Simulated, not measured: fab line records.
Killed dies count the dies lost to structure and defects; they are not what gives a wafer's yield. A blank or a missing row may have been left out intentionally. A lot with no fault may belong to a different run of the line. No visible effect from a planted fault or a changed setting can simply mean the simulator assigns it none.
fab line records || flow gf180mcu || part 2 of 2: steps 27 to 36 of 36
[record] {"lots": 5, "wafers": 15, "last-day": 34}
route steps=602 shown M4@459 V4@476
lots with no fault: from the same line, run without faults
start-h: hours from the record's first day to the start of the lot's first wafer shown || wait-h: hours since the lot's step before || " as in the row above || L1.1+2: one row covering several wafers at once || - no value present, or no start provided || * or withheld: withheld || < > ~ a bound
route shown NAME@n: names a module that has steps shown in the file, with the first one's number in the route || usual: mean and standard deviation over wafers with no fault || same: alike in all rows || chamber/n: place in a boat || sites: each site's reading || _std_site: their standard deviation || _edge_site: outer sites' mean less inner sites' || radius-mm: for every site, how far away it sits from the centre of the wafer || mask NAME#n: copy n || behind: the tool/chamber that last shaped the wafer || hold: the reason the lot was held/the length of the hold in hours/how it ended || device: whichever transistor did not switch (one of n, p or np) || end of line: tests of these same wafers at the route's end || a step with no rows: only its recipe || killed: at the first sort, the dies lost to defects and structure; wafer yield is something else || map: shows each die of a wafer: x if killed, . if not, _ if none is there
set.NAME: the setting that was run; set.NAME@STEP: the one run at that earlier step || model.NAME: the simulator's own value behind a step, which no gauge read
lots at some steps of the route; a table a step, a row a wafer
services: the hour from which a tool's chamber was out of use, counted from the record's first day as start-h (under 0 if before that day), plus the number of hours and why
[[steps]]
[step GF_V4_COAT_09]
[recipe] {"resist": "KrF", "spin-rpm": "withheld", "resist-thk-nm": 1000}
[usual] {"exhaust-pa": "44.9/1"}
{"lot.wafer": "L075.4", "tool": "litho-track-04", "chamber": 0, "start-h": "-", "wait-h": "-", "exhaust-pa": 45.4}
{"lot.wafer": "L075.5", "tool": "litho-track-04", "chamber": 0, "start-h": "-", "wait-h": "-", "exhaust-pa": 44.7}
{"lot.wafer": "L075.6", "tool": "litho-track-04", "chamber": 0, "start-h": "-", "wait-h": "-", "exhaust-pa": 45.4}
{"lot.wafer": "L079.4", "tool": "litho-track-03", "chamber": 0, "start-h": "-", "wait-h": "-", "exhaust-pa": 45.7}
{"lot.wafer": "L079.5", "tool": "litho-track-03", "chamber": 0, "start-h": "-", "wait-h": "-", "exhaust-pa": 45.4}
{"lot.wafer": "L079.6", "tool": "litho-track-03", "chamber": 0, "start-h": "-", "wait-h": "-", "exhaust-pa": 46.3}
{"lot.wafer": "L088.3", "tool": "litho-track-02", "chamber": 0, "start-h": "-", "wait-h": "-", "exhaust-pa": 45.4}
{"lot.wafer": "L088.5", "tool": "litho-track-02", "chamber": 0, "start-h": "-", "wait-h": "-", "exhaust-pa": 46.2}
{"lot.wafer": "L088.6", "tool": "litho-track-02", "chamber": 0, "start-h": "-", "wait-h": "-", "exhaust-pa": 44.8}
{"lot.wafer": "L089.4", "tool": "litho-track-02", "chamber": 0, "start-h": "-", "wait-h": "-", "exhaust-pa": 44.5}
{"lot.wafer": "L089.5", "tool": "litho-track-02", "chamber": 0, "start-h": "-", "wait-h": "-", "exhaust-pa": 44.0}
{"lot.wafer": "L089.6", "tool": "litho-track-02", "chamber": 0, "start-h": "-", "wait-h": "-", "exhaust-pa": 44.0}
{"lot.wafer": "L094.1", "tool": "litho-track-03", "chamber": 0, "start-h": "-", "wait-h": "-", "exhaust-pa": 44.9}
{"lot.wafer": "L094.5", "tool": "litho-track-03", "chamber": 0, "start-h": "-", "wait-h": "-", "exhaust-pa": 46.2}
{"lot.wafer": "L094.6", "tool": "litho-track-03", "chamber": 0, "start-h": "-", "wait-h": "-", "exhaust-pa": 44.6}
[step GF_V4_SOFTBAKE_10]
[recipe] {"temp-c": 130, "time-s": 60, "resist": "KrF"}
[usual] {"exhaust-pa": "44.9/0.88"}
{"lot.wafer": "L075.4", "tool": "litho-track-04", "chamber": 0, "start-h": "-", "wait-h": "-", "exhaust-pa": 45.7}
{"lot.wafer": "L075.5", "tool": "litho-track-04", "chamber": 0, "start-h": "-", "wait-h": "-", "exhaust-pa": 46.3}
{"lot.wafer": "L075.6", "tool": "litho-track-04", "chamber": 0, "start-h": "-", "wait-h": "-", "exhaust-pa": 44.9}
{"lot.wafer": "L079.4", "tool": "litho-track-03", "chamber": 0, "start-h": "-", "wait-h": "-", "exhaust-pa": 45.0}
{"lot.wafer": "L079.5", "tool": "litho-track-03", "chamber": 0, "start-h": "-", "wait-h": "-", "exhaust-pa": 45.4}
{"lot.wafer": "L079.6", "tool": "litho-track-03", "chamber": 0, "start-h": "-", "wait-h": "-", "exhaust-pa": 45.3}
{"lot.wafer": "L088.3", "tool": "litho-track-02", "chamber": 0, "start-h": "-", "wait-h": "-", "exhaust-pa": 45.8}
{"lot.wafer": "L088.5", "tool": "litho-track-02", "chamber": 0, "start-h": "-", "wait-h": "-", "exhaust-pa": 45.1}
{"lot.wafer": "L088.6", "tool": "litho-track-02", "chamber": 0, "start-h": "-", "wait-h": "-", "exhaust-pa": 44.9}
{"lot.wafer": "L089.4", "tool": "litho-track-02", "chamber": 0, "start-h": "-", "wait-h": "-", "exhaust-pa": 45.2}
{"lot.wafer": "L089.5", "tool": "litho-track-02", "chamber": 0, "start-h": "-", "wait-h": "-", "exhaust-pa": 44.9}
{"lot.wafer": "L089.6", "tool": "litho-track-02", "chamber": 0, "start-h": "-", "wait-h": "-", "exhaust-pa": 44.8}
{"lot.wafer": "L094.1", "tool": "litho-track-03", "chamber": 0, "start-h": "-", "wait-h": "-", "exhaust-pa": 46.1}
{"lot.wafer": "L094.5", "tool": "litho-track-03", "chamber": 0, "start-h": "-", "wait-h": "-", "exhaust-pa": 43.8}
{"lot.wafer": "L094.6", "tool": "litho-track-03", "chamber": 0, "start-h": "-", "wait-h": "-", "exhaust-pa": 43.8}
[step GF_V4_EXPOSE_11]
[recipe] {"mask-id": "Via4", "target-cd-nm": 260, "na": 0.68, "source-shape": "conventional", "sigma-outer": 0.6, "dose-mj": 38}
[usual] {"reticle-temp-C": "22.99/0.097"}
{"lot.wafer": "L075.4", "tool": "krf-scanner-01", "chamber": 0, "start-h": "-", "wait-h": "-", "mask": "Via4#0", "reticle-temp-C": 23.01}
{"lot.wafer": "L075.5", "tool": "krf-scanner-01", "chamber": 0, "start-h": "-", "wait-h": "-", "mask": "Via4#0", "reticle-temp-C": 23.15}
{"lot.wafer": "L075.6", "tool": "krf-scanner-01", "chamber": 0, "start-h": "-", "wait-h": "-", "mask": "Via4#0", "reticle-temp-C": 23.15}
{"lot.wafer": "L079.4", "tool": "krf-scanner-01", "chamber": 0, "start-h": "-", "wait-h": "-", "mask": "Via4#0", "reticle-temp-C": 22.97}
{"lot.wafer": "L079.5", "tool": "krf-scanner-01", "chamber": 0, "start-h": "-", "wait-h": "-", "mask": "Via4#0", "reticle-temp-C": 22.97}
{"lot.wafer": "L079.6", "tool": "krf-scanner-01", "chamber": 0, "start-h": "-", "wait-h": "-", "mask": "Via4#0", "reticle-temp-C": 22.97}
{"lot.wafer": "L088.3", "tool": "krf-scanner-01", "chamber": 0, "start-h": "-", "wait-h": "-", "mask": "Via4#0", "reticle-temp-C": 23.12}
{"lot.wafer": "L088.5", "tool": "krf-scanner-01", "chamber": 0, "start-h": "-", "wait-h": "-", "mask": "Via4#0", "reticle-temp-C": 23.19}
{"lot.wafer": "L088.6", "tool": "krf-scanner-01", "chamber": 0, "start-h": "-", "wait-h": "-", "mask": "Via4#0", "reticle-temp-C": 23.04}
{"lot.wafer": "L089.4", "tool": "krf-scanner-01", "chamber": 0, "start-h": "-", "wait-h": "-", "mask": "Via4#0", "reticle-temp-C": 23.05}
{"lot.wafer": "L089.5", "tool": "krf-scanner-01", "chamber": 0, "start-h": "-", "wait-h": "-", "mask": "Via4#0", "reticle-temp-C": 22.89}
{"lot.wafer": "L089.6", "tool": "krf-scanner-01", "chamber": 0, "start-h": "-", "wait-h": "-", "mask": "Via4#0", "reticle-temp-C": 22.85}
{"lot.wafer": "L094.1", "tool": "krf-scanner-01", "chamber": 0, "start-h": "-", "wait-h": "-", "mask": "Via4#0", "reticle-temp-C": 22.98}
{"lot.wafer": "L094.5", "tool": "krf-scanner-01", "chamber": 0, "start-h": "-", "wait-h": "-", "mask": "Via4#0", "reticle-temp-C": 23.08}
{"lot.wafer": "L094.6", "tool": "krf-scanner-01", "chamber": 0, "start-h": "-", "wait-h": "-", "mask": "Via4#0", "reticle-temp-C": 23.07}
[step GF_V4_PEB_12]
[recipe] {"peb-temp-c": 135, "peb-time-s": 90, "resist": "KrF"}
[usual] {"exhaust-pa": "45.1/0.92"}
{"lot.wafer": "L075.4", "tool": "litho-track-03", "chamber": 0, "start-h": "-", "wait-h": "-", "exhaust-pa": 46.7}
{"lot.wafer": "L075.5", "tool": "litho-track-03", "chamber": 0, "start-h": "-", "wait-h": "-", "exhaust-pa": 45.3}
{"lot.wafer": "L075.6", "tool": "litho-track-03", "chamber": 0, "start-h": "-", "wait-h": "-", "exhaust-pa": 46.0}
{"lot.wafer": "L079.4", "tool": "litho-track-04", "chamber": 0, "start-h": "-", "wait-h": "-", "exhaust-pa": 43.6}
{"lot.wafer": "L079.5", "tool": "litho-track-04", "chamber": 0, "start-h": "-", "wait-h": "-", "exhaust-pa": 44.7}
{"lot.wafer": "L079.6", "tool": "litho-track-04", "chamber": 0, "start-h": "-", "wait-h": "-", "exhaust-pa": 44.6}
{"lot.wafer": "L088.3", "tool": "litho-track-02", "chamber": 0, "start-h": "-", "wait-h": "-", "exhaust-pa": 44.4}
{"lot.wafer": "L088.5", "tool": "litho-track-02", "chamber": 0, "start-h": "-", "wait-h": "-", "exhaust-pa": 44.5}
{"lot.wafer": "L088.6", "tool": "litho-track-02", "chamber": 0, "start-h": "-", "wait-h": "-", "exhaust-pa": 44.9}
{"lot.wafer": "L089.4", "tool": "litho-track-03", "chamber": 0, "start-h": "-", "wait-h": "-", "exhaust-pa": 43.5}
{"lot.wafer": "L089.5", "tool": "litho-track-03", "chamber": 0, "start-h": "-", "wait-h": "-", "exhaust-pa": 45.1}
{"lot.wafer": "L089.6", "tool": "litho-track-03", "chamber": 0, "start-h": "-", "wait-h": "-", "exhaust-pa": 44.6}
{"lot.wafer": "L094.1", "tool": "litho-track-03", "chamber": 0, "start-h": "-", "wait-h": "-", "exhaust-pa": 44.1}
{"lot.wafer": "L094.5", "tool": "litho-track-03", "chamber": 0, "start-h": "-", "wait-h": "-", "exhaust-pa": 44.2}
{"lot.wafer": "L094.6", "tool": "litho-track-03", "chamber": 0, "start-h": "-", "wait-h": "-", "exhaust-pa": 43.6}
[step GF_V4_DEVELOP_13]
[recipe] {"develop-time-s": 60, "resist": "KrF", "dev-temp-c": 21}
[usual] {"exhaust-pa": "45.0/0.92"}
[same] {"develop-time-s": 60}
{"lot.wafer": "L075.4", "tool": "litho-track-03", "chamber": 0, "start-h": 570.82, "wait-h": 0.1, "exhaust-pa": 45.4}
{"lot.wafer": "L075.5", "tool": "litho-track-03", "chamber": 0, "start-h": 570.82, "wait-h": 0.1, "exhaust-pa": 44.1}
{"lot.wafer": "L075.6", "tool": "litho-track-03", "chamber": 0, "start-h": 570.82, "wait-h": 0.1, "exhaust-pa": 46.0}
{"lot.wafer": "L079.4", "tool": "litho-track-04", "chamber": 0, "start-h": 604.70, "wait-h": 0.1, "exhaust-pa": 44.7}
{"lot.wafer": "L079.5", "tool": "litho-track-04", "chamber": 0, "start-h": 604.70, "wait-h": 0.1, "exhaust-pa": 46.1}
{"lot.wafer": "L079.6", "tool": "litho-track-04", "chamber": 0, "start-h": 604.70, "wait-h": 0.1, "exhaust-pa": 45.2}
{"lot.wafer": "L088.3", "tool": "litho-track-02", "chamber": 0, "start-h": 679.44, "wait-h": 0.1, "exhaust-pa": 44.9}
{"lot.wafer": "L088.5", "tool": "litho-track-02", "chamber": 0, "start-h": 679.44, "wait-h": 0.1, "exhaust-pa": 44.4}
{"lot.wafer": "L088.6", "tool": "litho-track-02", "chamber": 0, "start-h": 679.44, "wait-h": 0.1, "exhaust-pa": 44.8}
{"lot.wafer": "L089.4", "tool": "litho-track-03", "chamber": 0, "start-h": 680.57, "wait-h": 0.1, "exhaust-pa": 44.8}
{"lot.wafer": "L089.5", "tool": "litho-track-03", "chamber": 0, "start-h": 680.57, "wait-h": 0.1, "exhaust-pa": 45.7}
{"lot.wafer": "L089.6", "tool": "litho-track-03", "chamber": 0, "start-h": 680.57, "wait-h": 0.1, "exhaust-pa": 45.2}
{"lot.wafer": "L094.1", "tool": "litho-track-03", "chamber": 0, "start-h": 714.30, "wait-h": 0.2, "exhaust-pa": 43.7}
{"lot.wafer": "L094.5", "tool": "litho-track-03", "chamber": 0, "start-h": 714.30, "wait-h": 0.2, "exhaust-pa": 45.6}
{"lot.wafer": "L094.6", "tool": "litho-track-03", "chamber": 0, "start-h": 714.30, "wait-h": 0.2, "exhaust-pa": 44.8}
[step GF_V4_CD_MEAS_14]
[recipe] {"target-cd-nm": 260}
[usual] {"cd-nm": "260.0/1.3"}
{"lot.wafer": "L075.4", "tool": "cd-sem-02", "chamber": "-", "start-h": 570.96, "wait-h": 0.1, "cd-nm": 259.2}
{"lot.wafer": "L075.5", "tool": "cd-sem-02", "chamber": "-", "start-h": 570.96, "wait-h": 0.1, "cd-nm": 260.2}
{"lot.wafer": "L075.6", "tool": "cd-sem-02", "chamber": "-", "start-h": 570.96, "wait-h": 0.1, "cd-nm": 261.6}
{"lot.wafer": "L079.4", "tool": "cd-sem-01", "chamber": "-", "start-h": 604.84, "wait-h": 0.1, "cd-nm": 263.0}
{"lot.wafer": "L079.5", "tool": "cd-sem-01", "chamber": "-", "start-h": 604.84, "wait-h": 0.1, "cd-nm": 261.1}
{"lot.wafer": "L079.6", "tool": "cd-sem-01", "chamber": "-", "start-h": 604.84, "wait-h": 0.1, "cd-nm": 262.7}
{"lot.wafer": "L088.3", "tool": "cd-sem-01", "chamber": "-", "start-h": 679.58, "wait-h": 0.1, "cd-nm": 258.2}
{"lot.wafer": "L088.5", "tool": "cd-sem-01", "chamber": "-", "start-h": 679.58, "wait-h": 0.1, "cd-nm": 256.8}
{"lot.wafer": "L088.6", "tool": "cd-sem-01", "chamber": "-", "start-h": 679.58, "wait-h": 0.1, "cd-nm": 258.5}
{"lot.wafer": "L089.4", "tool": "cd-sem-02", "chamber": "-", "start-h": 680.71, "wait-h": 0.1, "cd-nm": 259.9}
{"lot.wafer": "L089.5", "tool": "cd-sem-02", "chamber": "-", "start-h": 680.71, "wait-h": 0.1, "cd-nm": 259.3}
{"lot.wafer": "L089.6", "tool": "cd-sem-02", "chamber": "-", "start-h": 680.71, "wait-h": 0.1, "cd-nm": 259.6}
{"lot.wafer": "L094.1", "tool": "cd-sem-01", "chamber": "-", "start-h": 714.45, "wait-h": 0.1, "cd-nm": 260.6}
{"lot.wafer": "L094.5", "tool": "cd-sem-01", "chamber": "-", "start-h": 714.45, "wait-h": 0.1, "cd-nm": 259.3}
{"lot.wafer": "L094.6", "tool": "cd-sem-01", "chamber": "-", "start-h": 714.45, "wait-h": 0.1, "cd-nm": 260.6}
[step GF_V4_OVL_MEAS_15]
[usual] {"V4_OVL": "-1/6.3"}
{"lot.wafer": "L075.4", "tool": "overlay-02", "chamber": "-", "start-h": 571.04, "wait-h": 0.1, "V4_OVL[nm]": 2}
{"lot.wafer": "L075.5", "tool": "overlay-02", "chamber": "-", "start-h": 571.04, "wait-h": 0.1, "V4_OVL[nm]": 0}
{"lot.wafer": "L075.6", "tool": "overlay-02", "chamber": "-", "start-h": 571.04, "wait-h": 0.1, "V4_OVL[nm]": -5}
{"lot.wafer": "L079.4", "tool": "overlay-02", "chamber": "-", "start-h": 604.92, "wait-h": 0.1, "V4_OVL[nm]": -2}
{"lot.wafer": "L079.5", "tool": "overlay-02", "chamber": "-", "start-h": 604.92, "wait-h": 0.1, "V4_OVL[nm]": -4}
{"lot.wafer": "L079.6", "tool": "overlay-02", "chamber": "-", "start-h": 604.92, "wait-h": 0.1, "V4_OVL[nm]": 1}
{"lot.wafer": "L088.3", "tool": "overlay-01", "chamber": "-", "start-h": 679.67, "wait-h": 0.1, "V4_OVL[nm]": 5}
{"lot.wafer": "L088.5", "tool": "overlay-01", "chamber": "-", "start-h": 679.67, "wait-h": 0.1, "V4_OVL[nm]": 6}
{"lot.wafer": "L088.6", "tool": "overlay-01", "chamber": "-", "start-h": 679.67, "wait-h": 0.1, "V4_OVL[nm]": 4}
{"lot.wafer": "L089.4", "tool": "overlay-01", "chamber": "-", "start-h": 680.79, "wait-h": 0.1, "V4_OVL[nm]": -6}
{"lot.wafer": "L089.5", "tool": "overlay-01", "chamber": "-", "start-h": 680.79, "wait-h": 0.1, "V4_OVL[nm]": -7}
{"lot.wafer": "L089.6", "tool": "overlay-01", "chamber": "-", "start-h": 680.79, "wait-h": 0.1, "V4_OVL[nm]": -7}
{"lot.wafer": "L094.1", "tool": "overlay-02", "chamber": "-", "start-h": 714.57, "wait-h": 0.1, "V4_OVL[nm]": 5}
{"lot.wafer": "L094.5", "tool": "overlay-02", "chamber": "-", "start-h": 714.57, "wait-h": 0.1, "V4_OVL[nm]": 7}
{"lot.wafer": "L094.6", "tool": "overlay-02", "chamber": "-", "start-h": 714.57, "wait-h": 0.1, "V4_OVL[nm]": 0}
[step GF_V4_ETCH_16]
[recipe] {"chemistry": "N2/H2", "target-depth-a": "withheld", "overetch-a": "withheld", "time-s": "withheld", "target": "BARC", "ion-energy-ev": 200, "source-w": 500, "bias-w": 100, "pressure-mtorr": 30, "n2-flow-sccm": 100, "h2-flow-sccm": 200}
[usual] {"drypump-motor-current-A": "5.6/0.51", "oes-product-au": "0.854/0.0048", "throttle-valve-pct": "13.226/0.0087"}
{"lot.wafer": "L075.4", "tool": "rie-diel-01", "chamber": 1, "start-h": 571.08, "wait-h": 0.0, "drypump-motor-current-A": 5.3, "oes-product-au": 0.857, "throttle-valve-pct": 13.218}
{"lot.wafer": "L075.5", "tool": "rie-diel-01", "chamber": 0, "start-h": 571.08, "wait-h": 0.0, "drypump-motor-current-A": 6.2, "oes-product-au": 0.851, "throttle-valve-pct": 13.219}
{"lot.wafer": "L075.6", "tool": "rie-diel-01", "chamber": 2, "start-h": 571.08, "wait-h": 0.0, "drypump-motor-current-A": 5.1, "oes-product-au": 0.855, "throttle-valve-pct": 13.234}
{"lot.wafer": "L079.4", "tool": "rie-diel-03", "chamber": 2, "start-h": 604.96, "wait-h": 0.0, "drypump-motor-current-A": 5.4, "oes-product-au": 0.846, "throttle-valve-pct": 13.222}
{"lot.wafer": "L079.5", "tool": "rie-diel-03", "chamber": 1, "start-h": 604.96, "wait-h": 0.0, "drypump-motor-current-A": 5.7, "oes-product-au": 0.845, "throttle-valve-pct": 13.221}
{"lot.wafer": "L079.6", "tool": "rie-diel-03", "chamber": 3, "start-h": 604.96, "wait-h": 0.0, "drypump-motor-current-A": 5.8, "oes-product-au": 0.849, "throttle-valve-pct": 13.236}
{"lot.wafer": "L088.3", "tool": "rie-diel-01", "chamber": 2, "start-h": 679.69, "wait-h": 0.0, "drypump-motor-current-A": 5.1, "oes-product-au": 0.855, "throttle-valve-pct": 13.233}
{"lot.wafer": "L088.5", "tool": "rie-diel-01", "chamber": 2, "start-h": 679.69, "wait-h": 0.0, "drypump-motor-current-A": 5.1, "oes-product-au": 0.854, "throttle-valve-pct": 13.218}
{"lot.wafer": "L088.6", "tool": "rie-diel-01", "chamber": 1, "start-h": 679.69, "wait-h": 0.0, "drypump-motor-current-A": 5.3, "oes-product-au": 0.851, "throttle-valve-pct": 13.214}
{"lot.wafer": "L089.4", "tool": "rie-diel-04", "chamber": 3, "start-h": 680.80, "wait-h": 0.0, "drypump-motor-current-A": 4.8, "oes-product-au": 0.852, "throttle-valve-pct": 13.228}
{"lot.wafer": "L089.5", "tool": "rie-diel-04", "chamber": 2, "start-h": 680.80, "wait-h": 0.0, "drypump-motor-current-A": 4.8, "oes-product-au": 0.852, "throttle-valve-pct": 13.225}
{"lot.wafer": "L089.6", "tool": "rie-diel-04", "chamber": 1, "start-h": 680.80, "wait-h": 0.0, "drypump-motor-current-A": 6.5, "oes-product-au": 0.852, "throttle-valve-pct": 13.240}
{"lot.wafer": "L094.1", "tool": "rie-diel-03", "chamber": 1, "start-h": 714.60, "wait-h": 0.0, "drypump-motor-current-A": 5.7, "oes-product-au": 0.852, "throttle-valve-pct": 13.228}
{"lot.wafer": "L094.5", "tool": "rie-diel-03", "chamber": 2, "start-h": 714.60, "wait-h": 0.0, "drypump-motor-current-A": 5.4, "oes-product-au": 0.862, "throttle-valve-pct": 13.223}
{"lot.wafer": "L094.6", "tool": "rie-diel-03", "chamber": 1, "start-h": 714.60, "wait-h": 0.0, "drypump-motor-current-A": 5.8, "oes-product-au": 0.855, "throttle-valve-pct": 13.218}
[step GF_V4_ETCH_17]
[recipe] {"chemistry": "C4F8/O2/Ar", "mask-material": "KrF", "target": "SiO2", "stop-on": "TiN", "source-w": 1541, "bias-w": 1200, "pressure-mtorr": 40, "c4f8-flow-sccm": "withheld", "O2_flow_sccm": 6, "Ar_flow_sccm": 300, "time-s": "withheld", "target-depth-a": 6300}
[usual] {"oes-product-au": "0.856/0.0048"}
{"lot.wafer": "L075.4", "tool": "rie-diel-01", "chamber": 1, "start-h": "-", "wait-h": "-", "oes-product-au": 0.863}
{"lot.wafer": "L075.5", "tool": "rie-diel-01", "chamber": 0, "start-h": "-", "wait-h": "-", "oes-product-au": 0.871}
{"lot.wafer": "L075.6", "tool": "rie-diel-01", "chamber": 2, "start-h": "-", "wait-h": "-", "oes-product-au": 0.856}
{"lot.wafer": "L079.4", "tool": "rie-diel-03", "chamber": 2, "start-h": "-", "wait-h": "-", "oes-product-au": 0.848}
{"lot.wafer": "L079.5", "tool": "rie-diel-03", "chamber": 1, "start-h": "-", "wait-h": "-", "oes-product-au": 0.860}
{"lot.wafer": "L079.6", "tool": "rie-diel-03", "chamber": 3, "start-h": "-", "wait-h": "-", "oes-product-au": 0.853}
{"lot.wafer": "L088.3", "tool": "rie-diel-01", "chamber": 2, "start-h": "-", "wait-h": "-", "oes-product-au": 0.850}
{"lot.wafer": "L088.5", "tool": "rie-diel-01", "chamber": 2, "start-h": "-", "wait-h": "-", "oes-product-au": 0.847}
{"lot.wafer": "L088.6", "tool": "rie-diel-01", "chamber": 1, "start-h": "-", "wait-h": "-", "oes-product-au": 0.854}
{"lot.wafer": "L089.4", "tool": "rie-diel-04", "chamber": 3, "start-h": "-", "wait-h": "-", "oes-product-au": 0.857}
{"lot.wafer": "L089.5", "tool": "rie-diel-04", "chamber": 2, "start-h": "-", "wait-h": "-", "oes-product-au": 0.852}
{"lot.wafer": "L089.6", "tool": "rie-diel-04", "chamber": 1, "start-h": "-", "wait-h": "-", "oes-product-au": 0.857}
{"lot.wafer": "L094.1", "tool": "rie-diel-03", "chamber": 1, "start-h": "-", "wait-h": "-", "oes-product-au": 0.859}
{"lot.wafer": "L094.5", "tool": "rie-diel-03", "chamber": 2, "start-h": "-", "wait-h": "-", "oes-product-au": 0.857}
{"lot.wafer": "L094.6", "tool": "rie-diel-03", "chamber": 1, "start-h": "-", "wait-h": "-", "oes-product-au": 0.860}
[step GF_V4_STRIP_18]
[recipe] {"chemistry": "O2/N2", "power-w": 1400, "pressure-mtorr": 1500, "platen-temp-c": 250, "o2-flow-sccm": 3000, "n2-flow-sccm": 300, "overash-fraction": 0.5}
[usual] {"drypump-motor-current-A": "5.8/0.41", "heater-power-w": "346/31", "oes-product-au": "0.592/0.0047"}
{"lot.wafer": "L075.4", "tool": "plasma-asher-03", "chamber": 1, "start-h": 571.22, "wait-h": "-", "drypump-motor-current-A": 5.5, "heater-power-w": 337, "oes-product-au": 0.596, "rf-hours-counter-h": "-"}
{"lot.wafer": "L075.5", "tool": "plasma-asher-03", "chamber": 0, "start-h": 571.22, "wait-h": "-", "drypump-motor-current-A": 6.1, "heater-power-w": 375, "oes-product-au": 0.590, "rf-hours-counter-h": "-"}
{"lot.wafer": "L075.6", "tool": "plasma-asher-03", "chamber": 1, "start-h": 571.22, "wait-h": "-", "drypump-motor-current-A": 5.5, "heater-power-w": 350, "oes-product-au": 0.589, "rf-hours-counter-h": "-"}
{"lot.wafer": "L079.4", "tool": "plasma-asher-03", "chamber": 0, "start-h": 605.10, "wait-h": "-", "drypump-motor-current-A": 6.1, "heater-power-w": 370, "oes-product-au": 0.585, "rf-hours-counter-h": "-"}
{"lot.wafer": "L079.5", "tool": "plasma-asher-03", "chamber": 0, "start-h": 605.10, "wait-h": "-", "drypump-motor-current-A": 6.1, "heater-power-w": 365, "oes-product-au": 0.603, "rf-hours-counter-h": "-"}
{"lot.wafer": "L079.6", "tool": "plasma-asher-03", "chamber": 1, "start-h": 605.10, "wait-h": "-", "drypump-motor-current-A": 5.5, "heater-power-w": 348, "oes-product-au": 0.586, "rf-hours-counter-h": "-"}
{"lot.wafer": "L088.3", "tool": "plasma-asher-01", "chamber": 0, "start-h": 679.85, "wait-h": "-", "drypump-motor-current-A": 5.2, "heater-power-w": 396, "oes-product-au": 0.595, "rf-hours-counter-h": "-"}
{"lot.wafer": "L088.5", "tool": "plasma-asher-01", "chamber": 0, "start-h": 679.85, "wait-h": "-", "drypump-motor-current-A": 5.1, "heater-power-w": 402, "oes-product-au": 0.586, "rf-hours-counter-h": "-"}
{"lot.wafer": "L088.6", "tool": "plasma-asher-01", "chamber": 1, "start-h": 679.85, "wait-h": "-", "drypump-motor-current-A": 5.7, "heater-power-w": 319, "oes-product-au": 0.596, "rf-hours-counter-h": "-"}
{"lot.wafer": "L089.4", "tool": "plasma-asher-03", "chamber": 0, "start-h": 680.97, "wait-h": "-", "drypump-motor-current-A": 6.1, "heater-power-w": 374, "oes-product-au": 0.591, "rf-hours-counter-h": "-"}
{"lot.wafer": "L089.5", "tool": "plasma-asher-03", "chamber": 0, "start-h": 680.97, "wait-h": "-", "drypump-motor-current-A": 6.1, "heater-power-w": 367, "oes-product-au": 0.590, "rf-hours-counter-h": "-"}
{"lot.wafer": "L089.6", "tool": "plasma-asher-03", "chamber": 1, "start-h": 680.97, "wait-h": "-", "drypump-motor-current-A": 5.5, "heater-power-w": 342, "oes-product-au": 0.592, "rf-hours-counter-h": "-"}
{"lot.wafer": "L094.1", "tool": "plasma-asher-03", "chamber": 0, "start-h": 714.73, "wait-h": "-", "drypump-motor-current-A": 6.1, "heater-power-w": 380, "oes-product-au": 0.592, "rf-hours-counter-h": 111}
{"lot.wafer": "L094.5", "tool": "plasma-asher-03", "chamber": 0, "start-h": 714.73, "wait-h": "-", "drypump-motor-current-A": 6.1, "heater-power-w": 369, "oes-product-au": 0.591, "rf-hours-counter-h": "-"}
{"lot.wafer": "L094.6", "tool": "plasma-asher-03", "chamber": 1, "start-h": 714.73, "wait-h": "-", "drypump-motor-current-A": 5.5, "heater-power-w": 336, "oes-product-au": 0.598, "rf-hours-counter-h": "-"}
[[services]]
{"tool": "krf-scanner-01", "chamber": "-", "start-h": 514.41, "hours": 3.6, "kind": "pm"}
{"tool": "rie-diel-01", "chamber": 1, "start-h": 515.28, "hours": 8.7, "kind": "repair"}
{"tool": "rie-diel-03", "chamber": "-", "start-h": 518.57, "hours": 0.3, "kind": "repair"}
{"tool": "krf-scanner-01", "chamber": "-", "start-h": 524.05, "hours": 2.6, "kind": "repair"}
{"tool": "plasma-asher-03", "chamber": "-", "start-h": 524.32, "hours": 4.6, "kind": "pm"}
{"tool": "krf-scanner-01", "chamber": "-", "start-h": 548.67, "hours": 3.2, "kind": "repair"}
{"tool": "pvd-sputter-04", "chamber": "-", "start-h": 554.22, "hours": 10.8, "kind": "repair"}
{"tool": "hdpcvd-01", "chamber": "-", "start-h": 554.25, "hours": 14.6, "kind": "pm"}
{"tool": "hdpcvd-01", "chamber": 1, "start-h": 554.96, "hours": 6.4, "kind": "repair"}
{"tool": "rie-diel-01", "chamber": 3, "start-h": 560.94, "hours": 16.3, "kind": "repair"}
{"tool": "pvd-sputter-02", "chamber": "-", "start-h": 565.07, "hours": 1.4, "kind": "repair"}
{"tool": "pvd-sputter-02", "chamber": "-", "start-h": 573.70, "hours": 2.3, "kind": "repair"}
{"tool": "rie-diel-03", "chamber": 0, "start-h": 582.52, "hours": 22.9, "kind": "repair"}
{"tool": "krf-scanner-01", "chamber": "-", "start-h": 590.27, "hours": 0.8, "kind": "pm"}
{"tool": "wet-bench-03", "chamber": "-", "start-h": 601.97, "hours": 1.1, "kind": "repair"}
{"tool": "krf-scanner-01", "chamber": "-", "start-h": 604.25, "hours": 1.0, "kind": "pm"}
{"tool": "krf-scanner-01", "chamber": "-", "start-h": 628.99, "hours": 1.3, "kind": "pm"}
{"tool": "rie-diel-01", "chamber": 0, "start-h": 660.64, "hours": 4.7, "kind": "repair"}
{"tool": "rie-diel-01", "chamber": 1, "start-h": 673.06, "hours": 1.5, "kind": "repair"}
{"tool": "rie-diel-01", "chamber": 0, "start-h": 677.88, "hours": 9.1, "kind": "repair"}
{"tool": "plasma-asher-03", "chamber": "-", "start-h": 678.11, "hours": 2.8, "kind": "repair"}
{"tool": "rie-diel-01", "chamber": 0, "start-h": 687.53, "hours": 19.6, "kind": "repair"}
{"tool": "rie-diel-03", "chamber": 1, "start-h": 693.18, "hours": 11.7, "kind": "repair"}
{"tool": "pvd-sputter-04", "chamber": "-", "start-h": 710.56, "hours": 6.9, "kind": "repair"}
